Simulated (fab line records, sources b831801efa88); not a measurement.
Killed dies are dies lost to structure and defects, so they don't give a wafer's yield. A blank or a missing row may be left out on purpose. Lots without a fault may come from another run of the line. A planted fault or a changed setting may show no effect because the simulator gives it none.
Which tool did it? | flow sky130 | 13 lots, 39 wafers sampled, at 3 steps of a route of 708

WHAT THE GAUGES READ, wafer by wafer
SKY_VT_ADJUST_LVTN_TW_MEAS_21. Usual: VT_ADJUST_LVTN_2_TW 189.8, standard deviation 1.9.
lot  | measured     | on            | VT_ADJUST_LVTN_2_TW | flag
L488 | day 7 17:15  | film_metro-03 | 187.8 187.7 187.2   |
L490 | day 8 05:41  | film_metro-02 | 190.0 190.8 188.7   |
L491 | day 8 11:54  | film_metro-01 | 190.4 191.1 190.9   |
L492 | day 8 23:40  | film_metro-01 | 191.4 191.6 191.4   |
L493 | day 9 01:47  | film_metro-03 | 186.7 187.2 187.5   |
L496 | day 10 00:45 | film_metro-02 | 189.9 190.7 190.0   |
L497 | day 10 11:01 | film_metro-02 | 190.3 191.0 189.7   |
L498 | day 10 12:45 | film_metro-01 | 191.1 189.9 191.3   |
L499 | day 10 21:44 | film_metro-03 | 186.3 186.6 187.1   |
L500 | day 11 00:35 | film_metro-01 | 193.7 192.7 192.8   |
L501 | day 11 06:29 | film_metro-02 | 190.5 190.2 191.0   |
L508 | day 14 09:36 | film_metro-02 | 190.4 190.6 190.9   |
L511 | day 14 21:52 | film_metro-03 | 185.6 187.2 185.8   |

SKY_VT_ADJUST_HVTR_CD_MEAS_07: target cd 380 nm. Usual: cd_nm 380.8 nm, standard deviation 2.8.
lot  | measured     | on        | cd_nm (nm)        | flag
L488 | day 9 09:29  | cd_sem-01 | 384.4 385.6 384.2 |
L490 | day 10 00:29 | cd_sem-02 | 385.5 387.0 388.8 |
L491 | day 10 06:48 | cd_sem-01 | 377.4 379.3 377.7 |
L492 | day 10 19:14 | cd_sem-02 | 380.6 381.9 381.1 |
L493 | day 10 21:46 | cd_sem-01 | 377.9 377.5 379.2 |
L496 | day 11 22:29 | cd_sem-01 | 376.5 374.2 377.1 |
L497 | day 12 09:31 | cd_sem-02 | 379.8 379.7 383.2 |
L498 | day 12 10:59 | cd_sem-01 | 381.4 382.0 380.7 |
L499 | day 12 21:04 | cd_sem-01 | 383.8 383.8 382.6 |
L500 | day 12 23:28 | cd_sem-01 | 376.1 376.3 376.5 |
L501 | day 13 06:47 | cd_sem-01 | 380.2 382.1 378.8 |
L508 | day 16 15:30 | cd_sem-01 | 381.7 385.1 386.8 |
L511 | day 17 04:29 | cd_sem-02 | 379.8 378.0 378.2 |

WHICH TOOL RAN EACH LOT (tool, then ch and the chambers of the sampled wafers, then the start)
lot  | SKY_VT_ADJUST_LVTN_STRIP_09
L488 | plasma_asher-01 ch 0,1, day 6 22:18
L490 | plasma_asher-04 ch 0,1, day 7 10:20
L491 | plasma_asher-04 ch 0,1, day 7 16:11
L492 | plasma_asher-03 ch 0,1, day 8 03:42
L493 | plasma_asher-04 ch 0,1, day 8 05:17
L496 | plasma_asher-01 ch 0,1, day 9 02:35
L497 | plasma_asher-04 ch 0,1, day 9 12:29
L498 | plasma_asher-04 ch 1, day 9 14:33
L499 | plasma_asher-04 ch 0,1, day 9 22:53
L500 | plasma_asher-04 ch 0,1, day 10 02:26
L501 | plasma_asher-04 ch 0,1, day 10 08:12
L508 | plasma_asher-03 ch 0,1, day 13 07:06
L511 | plasma_asher-03 ch 1, day 13 18:56
- SKY_VT_ADJUST_LVTN_STRIP_09: strips in O2/N2.

WHAT THE TOOLS THEMSELVES READ (means of the sampled wafers that have a number; where no wafer has one, the mark that the record gives instead)
SKY_VT_ADJUST_LVTN_STRIP_09. Usual: drypump_motor_current_A 5.74 A, standard deviation 0.25; oes_product_au 0.722 a.u., standard deviation 0.0042; strip_time_to_endpoint_s 36.89 s, standard deviation 0.09.
lot  | tool            | drypump_motor_current_A (A) | oes_product_au (a.u.) | strip_time_to_endpoint_s (s) | flag
L488 | plasma_asher-01 | 5.62                        | 0.722                 | 37.03                        |
L490 | plasma_asher-04 | 5.65                        | 0.717                 | 36.90                        |
L491 | plasma_asher-04 | 5.81                        | 0.722                 | 36.92                        |
L492 | plasma_asher-03 | 5.83                        | 0.726                 | 36.92                        |
L493 | plasma_asher-04 | 5.67                        | 0.722                 | 36.86                        |
L496 | plasma_asher-01 | 5.44                        | 0.718                 | 36.78                        |
L497 | plasma_asher-04 | 5.82                        | 0.722                 | 36.79                        |
L498 | plasma_asher-04 | 5.94                        | 0.723                 | 36.91                        |
L499 | plasma_asher-04 | 5.80                        | 0.725                 | 36.92                        |
L500 | plasma_asher-04 | 5.66                        | 0.720                 | 36.81                        |
L501 | plasma_asher-04 | 5.83                        | 0.722                 | 36.73                        |
L508 | plasma_asher-03 | 5.84                        | 0.721                 | 36.85                        |
L511 | plasma_asher-03 | 5.68                        | 0.725                 | 36.89                        |

THE ANSWER, worked out from the rows above alone
Rule: a lot is off if the mean of its wafers that have a number lies more than 3 standard deviations from the usual mean. A lot without any number at a reading at which 4 lots or more have one is off too. The other lots that the step has rows for count as sound. The gauges are gone through in route order, then the tools' own readings, and for those a lot's mean is taken as printed above. The first step at which some lot is off is used, and at that step the reading that is off furthest; a lot without a number counts as furthest.
No lot is off at any reading shown: from this, nothing can be told.

WHAT THE SIMULATOR HAD PUT IN
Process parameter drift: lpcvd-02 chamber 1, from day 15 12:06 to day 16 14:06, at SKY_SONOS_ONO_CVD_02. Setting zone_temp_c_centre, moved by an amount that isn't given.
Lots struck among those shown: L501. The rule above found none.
